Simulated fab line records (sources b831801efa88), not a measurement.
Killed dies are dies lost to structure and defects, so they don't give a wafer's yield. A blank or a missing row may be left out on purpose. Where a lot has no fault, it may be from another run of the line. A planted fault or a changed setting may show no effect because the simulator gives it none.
The tool behind it: which one? || flow sky130 || 12 lots with 36 wafers sampled at 3 steps, on a route of 708 steps

== WHAT THE GAUGES READ, wafer by wafer ==
SKY_METAL2_CD_MEAS_15: target cd 140 nm.
{"lot": "L322", "measured": "day 34 18:08", "on": "cdSem-01", "cdNm (nm)": "141.1 140.0 142.6"}
{"lot": "L324", "measured": "day 36 08:24", "on": "cdSem-01", "cdNm (nm)": "138.3 138.3 138.9"}
{"lot": "L326", "measured": "day 37 00:19", "on": "cdSem-01", "cdNm (nm)": "139.7 139.2 138.9"}
{"lot": "L328", "measured": "day 37 10:15", "on": "cdSem-01", "cdNm (nm)": "141.9 142.5 140.6"}
{"lot": "L330", "measured": "day 37 19:10", "on": "cdSem-01", "cdNm (nm)": "139.1 140.0 138.4"}
{"lot": "L331", "measured": "day 38 02:08", "on": "cdSem-01", "cdNm (nm)": "141.0 142.1 141.6"}
{"lot": "L332", "measured": "day 38 03:25", "on": "cdSem-01", "cdNm (nm)": "142.6 140.9 144.6"}
{"lot": "L333", "measured": "day 38 17:58", "on": "cdSem-02", "cdNm (nm)": "138.7 141.2 140.3"}
{"lot": "L334", "measured": "day 38 18:41", "on": "cdSem-01", "cdNm (nm)": "140.3 139.8 141.3"}
{"lot": "L337", "measured": "day 39 06:58", "on": "cdSem-01", "cdNm (nm)": "138.4 138.4 136.9"}
{"lot": "L339", "measured": "day 39 11:09", "on": "cdSem-01", "cdNm (nm)": "138.5 140.1 139.3"}
{"lot": "L344", "measured": "day 41 11:23", "on": "cdSem-01", "cdNm (nm)": "138.9 138.2 137.1"}

SKY_VIA2_BOW_MEAS_03.
{"lot": "L322", "measured": "day 34 19:34", "on": "filmMetro-02", "VIA2_BOW (um)": "92 81 81"}
{"lot": "L324", "measured": "day 36 09:49", "on": "filmMetro-02", "VIA2_BOW (um)": "92 88 98"}
{"lot": "L326", "measured": "day 37 01:50", "on": "filmMetro-02", "VIA2_BOW (um)": "81 81 97"}
{"lot": "L328", "measured": "day 37 12:17", "on": "filmMetro-02", "VIA2_BOW (um)": "89 88 97"}
{"lot": "L330", "measured": "day 37 21:10", "on": "filmMetro-04", "VIA2_BOW (um)": "83 96 93"}
{"lot": "L331", "measured": "day 38 04:10", "on": "filmMetro-04", "VIA2_BOW (um)": "96 89 80"}
{"lot": "L332", "measured": "day 38 05:21", "on": "filmMetro-02", "VIA2_BOW (um)": "78 82 89"}
{"lot": "L333", "measured": "day 38 19:30", "on": "filmMetro-04", "VIA2_BOW (um)": "83 76 85"}
{"lot": "L334", "measured": "day 38 20:32", "on": "filmMetro-04", "VIA2_BOW (um)": "84 89 74"}
{"lot": "L337", "measured": "day 39 08:29", "on": "filmMetro-04", "VIA2_BOW (um)": "67 87 89"}
{"lot": "L339", "measured": "day 39 12:40", "on": "filmMetro-01", "VIA2_BOW (um)": "85 87 85"}
{"lot": "L344", "measured": "day 41 12:49", "on": "filmMetro-01", "VIA2_BOW (um)": "90 74 84"}

== EACH LOT AND THE TOOL THAT RAN IT (in order: tool; ch and the chambers of the sampled wafers; start) ==
{"lot": "L322", "SKY_METAL2_ETCH_18": "rieMetal-01 ch 0,1, day 34 18:19"}
{"lot": "L324", "SKY_METAL2_ETCH_18": "rieMetal-03 ch 0,1, day 36 08:35"}
{"lot": "L326", "SKY_METAL2_ETCH_18": "rieMetal-01 ch 0,1, day 37 00:29"}
{"lot": "L328", "SKY_METAL2_ETCH_18": "rieMetal-02 ch 1, day 37 10:28"}
{"lot": "L330", "SKY_METAL2_ETCH_18": "rieMetal-02 ch 1, day 37 19:23"}
{"lot": "L331", "SKY_METAL2_ETCH_18": "rieMetal-02 ch 1, day 38 02:22"}
{"lot": "L332", "SKY_METAL2_ETCH_18": "rieMetal-03 ch 0,1, day 38 03:37"}
{"lot": "L333", "SKY_METAL2_ETCH_18": "rieMetal-01 ch 0,1, day 38 18:08"}
{"lot": "L334", "SKY_METAL2_ETCH_18": "rieMetal-02 ch 1, day 38 18:55"}
{"lot": "L337", "SKY_METAL2_ETCH_18": "rieMetal-01 ch 0,1, day 39 07:10"}
{"lot": "L339", "SKY_METAL2_ETCH_18": "rieMetal-01 ch 0,1, day 39 11:20"}
{"lot": "L344", "SKY_METAL2_ETCH_18": "rieMetal-02 ch 0,1, day 41 11:34"}
- SKY_METAL2_ETCH_18: etches BARC in N2/H2, stops on SiO2, time 45.9 s, target depth 60 nm.

== WHAT THE TOOLS THEMSELVES READ (means of the sampled wafers that have a number; where no wafer has one, the mark that the record gives instead) ==
SKY_METAL2_ETCH_18.
{"lot": "L322", "tool": "rieMetal-01", "drypumpMotorCurrentA (A)": 6.4, "oesProductAu (a.u.)": 0.856, "throttleValvePct (%)": 13.227}
{"lot": "L324", "tool": "rieMetal-03", "drypumpMotorCurrentA (A)": 6.3, "oesProductAu (a.u.)": 0.853, "throttleValvePct (%)": 13.227}
{"lot": "L326", "tool": "rieMetal-01", "drypumpMotorCurrentA (A)": 6.4, "oesProductAu (a.u.)": 0.854, "throttleValvePct (%)": 13.226}
{"lot": "L328", "tool": "rieMetal-02", "drypumpMotorCurrentA (A)": 5.6, "oesProductAu (a.u.)": 0.853, "throttleValvePct (%)": 13.224}
{"lot": "L330", "tool": "rieMetal-02", "drypumpMotorCurrentA (A)": 5.6, "oesProductAu (a.u.)": 0.853, "throttleValvePct (%)": 13.234}
{"lot": "L331", "tool": "rieMetal-02", "drypumpMotorCurrentA (A)": 5.6, "oesProductAu (a.u.)": 0.850, "throttleValvePct (%)": 13.220}
{"lot": "L332", "tool": "rieMetal-03", "drypumpMotorCurrentA (A)": 6.1, "oesProductAu (a.u.)": 0.853, "throttleValvePct (%)": 13.225}
{"lot": "L333", "tool": "rieMetal-01", "drypumpMotorCurrentA (A)": 6.2, "oesProductAu (a.u.)": 0.856, "throttleValvePct (%)": 13.226}
{"lot": "L334", "tool": "rieMetal-02", "drypumpMotorCurrentA (A)": 5.6, "oesProductAu (a.u.)": 0.854, "throttleValvePct (%)": 13.224}
{"lot": "L337", "tool": "rieMetal-01", "drypumpMotorCurrentA (A)": 6.5, "oesProductAu (a.u.)": 0.858, "throttleValvePct (%)": 13.227}
{"lot": "L339", "tool": "rieMetal-01", "drypumpMotorCurrentA (A)": 6.4, "oesProductAu (a.u.)": 0.857, "throttleValvePct (%)": 13.217}
{"lot": "L344", "tool": "rieMetal-02", "drypumpMotorCurrentA (A)": 5.7, "oesProductAu (a.u.)": 0.859, "throttleValvePct (%)": 13.223}

== THE ANSWER, worked out from the rows above alone ==
Rule: usual is defined by the lots themselves. The widest of any qualifying gaps counts: lots, ordered by their means at a reading, are off when they make up no more than a third of the lots, leave a main group of 4 or more, and stand apart from it by 3 or more times the standard deviation of that group's means. A main group whose means are all the same, to the digits that the tables above print for the reading, isn't used. A lot without any number at a reading at which 4 lots or more have one is off too. The other lots that the step has rows for count as sound. Order of review: gauges by route order, followed by the tools' own readings, for which a lot's mean as printed above is used. The first step at which some lot is off is used, and at that step the reading that is off furthest; a lot without a number counts as furthest.
Nothing can be told from this: no lot is off at any reading shown.

== WHAT THE SIMULATOR PUT IN ==
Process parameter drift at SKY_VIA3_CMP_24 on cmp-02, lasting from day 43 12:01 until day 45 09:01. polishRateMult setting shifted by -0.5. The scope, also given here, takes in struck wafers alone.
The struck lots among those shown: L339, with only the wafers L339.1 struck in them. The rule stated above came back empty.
